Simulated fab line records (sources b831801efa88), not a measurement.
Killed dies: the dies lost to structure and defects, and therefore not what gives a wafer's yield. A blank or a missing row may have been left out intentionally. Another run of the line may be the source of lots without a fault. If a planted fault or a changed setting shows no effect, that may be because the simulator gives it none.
A struck lot beside a sound one -- flow sky130 -- 17 steps out of a route of 708
Sound: the wafers L345.3, L345.4, L345.6. Struck: wafer L338.3 (L338.1, L338.4, from the same lot, were not struck and are left out); the cause is given at the end.
Each step with rows lists, per side, the tool, then ch with its chambers, then its first start. Under that, the readings that differ: sound wafers -- struck wafers -- difference of the means -- sigmas: that difference in standard deviations of wafers without a fault.
alike: words and numbers the same on both sides, and readings whose means are apart by under 2 such deviations; not compared: readings that were withheld, readings missing a value for some wafer, numbers with overlapping values and no deviation given by the record, and bounds like >300 which may hide the same value.
The two part at a step that has a row with sigmas, a row that says differs or no value, or rows on one side only. Numbers that don't overlap but have no deviation are shown without sigmas and don't part them. A reading that every wafer of one side lacks parts them only if that side has two wafers or more.

first, 3 steps without rows for these wafers: SKY_LI_CONTACT_EXPOSE_09 (exposes mask LICM1, target cd 170 nm); SKY_LI_CONTACT_PEB_10; SKY_LI_CONTACT_DEVELOP_11 (develop time 60 s).
SKY_LI_CONTACT_CD_MEAS_12: the cd target is 170 nm.
  sound on cd-sem-02, day 35 15:38; struck on cd-sem-02, day 33 08:53
  alike: cd-nm
SKY_LI_CONTACT_OVL_MEAS_13:
  sound on overlay-01, day 35 15:43; struck on overlay-01, day 33 09:01
  alike: LI_CONTACT_OVL
then, 1 step without rows for these wafers: SKY_LI_CONTACT_ETCH_14 (etches BARC in N2/H2, stops on SiO2, time 45.9 s, target depth 60 nm).
SKY_LI_CONTACT_ETCH_15: etches PSG in C4F8/O2/Ar, stops on Si, target depth 600 nm.
  sound on rie-diel-01 ch 0,2, day 35 15:47; struck on rie-diel-03 ch 3, day 33 09:05
  alike: oes-product-au
SKY_LI_CONTACT_STRIP_16: strips in O2/N2.
  sound on plasma-asher-04 ch 0,1, day 35 15:55; struck on plasma-asher-04 ch 0, day 33 09:10
  alike: drypump-motor-current-A, o2-flow-sccm, oes-product-au, strip-time-to-endpoint-s
  not compared: rf-hours-counter-h
then, 2 steps without rows for these wafers: SKY_LI_CONTACT_CLEAN_17 (cleans in NMP, time 600 s); SKY_LI_CONTACT_PRE_CLEAN_18 (time 5.6 s).
SKY_LI_CONTACT_SPUTTER_19: material Ti, target thk 20 nm, time 106.37 s.
  sound on pvd-sputter-04, day 35 16:11; struck on pvd-sputter-03, day 33 09:29
  alike: throttle-valve-pct
SKY_LI_CONTACT_SPUTTER_20: material TiN, target thk 20 nm, time 80 s.
  sound on pvd-sputter-04, day 35 16:16; struck on pvd-sputter-03, day 33 09:34
  alike: throttle-valve-pct
SKY_LI_CONTACT_CVD_21: deposits W, target thk 400 nm, time 120.56 s.
  sound on cvd-w-02 ch 0,1, day 35 16:22; struck on cvd-w-01 ch 1, day 33 09:37
reading,sound,struck,difference,sigmas
model.W_of_LI_CONTACT_CVD_21.thk-nm (nm),388.1 401.3 391.1,229.7,-163.8,
  alike: heater-power-w
SKY_LI_CONTACT_RS_MEAS_22: a four-point-probe measurement.
  sound on film-metro-03, day 35 16:29; struck on film-metro-01, day 33 09:44
reading,sound,struck,difference,sigmas
LI_CONTACT_W_RS (ohm/sq),0.294 0.283 0.292,0.497,+0.207,+39
SKY_LI_CONTACT_THK_MEAS_23: measures by xrf.
  sound on film-metro-03, day 35 16:35; struck on film-metro-01, day 33 09:52
reading,sound,struck,difference,sigmas
LI_CONTACT_W_THK (nm),374 391 380,226,-156,-20
SKY_LI_CONTACT_CMP_24: polishes, stops on PSG, t overpolish 20 s, target thk 0 nm.
  sound on cmp-01 ch 0,1,3, day 35 16:44; struck on cmp-01 ch 1, day 33 09:55
reading,sound,struck,difference,sigmas
time-to-endpoint-s (s),87 90 88,51,-37,-8
  alike: motor-current-A
SKY_LOCAL_INTERCONNECT_SPUTTER_00: material TiN, target thk 100 nm, time 83.3 s.
  sound on pvd-sputter-01, day 35 16:56; struck on pvd-sputter-03, day 33 10:13
  alike: throttle-valve-pct

== WHERE THEY PART ==
Last at SKY_LI_CONTACT_CMP_24 as far as this record goes, first at SKY_LI_CONTACT_RS_MEAS_22. Later steps at which nothing parts them and some readings are alike: SKY_LOCAL_INTERCONNECT_SPUTTER_00.

WHY: the cause the simulator had injected
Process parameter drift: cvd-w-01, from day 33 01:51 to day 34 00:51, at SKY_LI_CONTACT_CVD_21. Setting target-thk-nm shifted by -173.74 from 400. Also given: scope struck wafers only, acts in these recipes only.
